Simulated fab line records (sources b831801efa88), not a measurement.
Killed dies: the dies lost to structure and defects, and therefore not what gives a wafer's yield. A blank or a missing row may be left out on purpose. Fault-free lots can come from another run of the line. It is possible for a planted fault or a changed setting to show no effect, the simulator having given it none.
2 desks, one fault ; flow gf180mcu ; every desk sees just its own numbers, and what lay behind them comes last

## THE TOOL OWNER'S DESK: litho-track-01
The tool's own readings at GF_DUAL_GATE_DEVELOP_10 (develop time 60 s): means of the sampled wafers that have a number, for each lot that ran on this tool. If a lot's mean is further than 4 standard deviations from the usual mean, the lot is out of limits and carries the mark OUT (the distance appears in the brackets).
Columns: A = chill-plate-temp-C at GF_DUAL_GATE_DEVELOP_10, usual 23.00 C
lot;first seen here;A
L961;day 8 10:11;22.98
L967;day 9 23:56;22.97
L972;day 11 09:44;22.92
Finding of this desk: none of the 3 lots has anything out of limits.

## METROLOGY DESK
Means of the sampled wafers that have a number, per lot and without regard to the tool the lot ran on: this is what the gauges read. If a lot's mean is further than 4 standard deviations from the usual mean, the lot is out of limits and carries the mark OUT (the distance appears in the brackets). Shown here are 7 of its 8 readings, the ones lying furthest out on some lot.
Columns: A = DUAL_GATE_OXIDATION_00_THK at GF_DUAL_GATE_THK_MEAS_03, usual 10.96 nm; B = DUAL_GATE_OVL at GF_DUAL_GATE_OVL_MEAS_11, usual 0.0 nm; C = POLY_GATE_CVD_00_THK at GF_POLY_GATE_THK_MEAS_01, usual 201.2 nm; D = cd-nm at GF_POLY_GATE_CD_MEAS_10, usual 280.5 nm; E = POLY_GATE_OVL at GF_POLY_GATE_OVL_MEAS_11, usual 2 nm; F = POLY_GATE_OXIDATION_THK at GF_POLY_GATE_THK_MEAS_17, usual 3.99 nm; G = cd-nm at GF_POLY_GATE_CD_MEAS_18, usual 280.3 nm
lot;first seen here;A;B;C;D;E;F;G
L961;day 7 15:37;11.01;1.5;200.1;280.7;2;4.06;280.6
L967;day 9 05:40;11.05;0.0;203.9;282.7;-1;4.08;282.9
L972;day 10 13:30;11.14;-1.0;204.9;279.8;4;3.94;281.4
L979;day 13 03:17;10.93;-0.7;203.5;279.7;-2;4.01;279.4
L983;day 13 23:39;10.92;-0.2;201.5;279.1;-2;3.86;277.8
Finding of this desk: none of the 5 lots has anything out of limits.

## TAKEN TOGETHER
Nothing out of limits was seen by the tool owner's desk.
Metrology desk: nothing out of limits seen.

## WHAT HAD BEEN PUT IN BY THE SIMULATOR
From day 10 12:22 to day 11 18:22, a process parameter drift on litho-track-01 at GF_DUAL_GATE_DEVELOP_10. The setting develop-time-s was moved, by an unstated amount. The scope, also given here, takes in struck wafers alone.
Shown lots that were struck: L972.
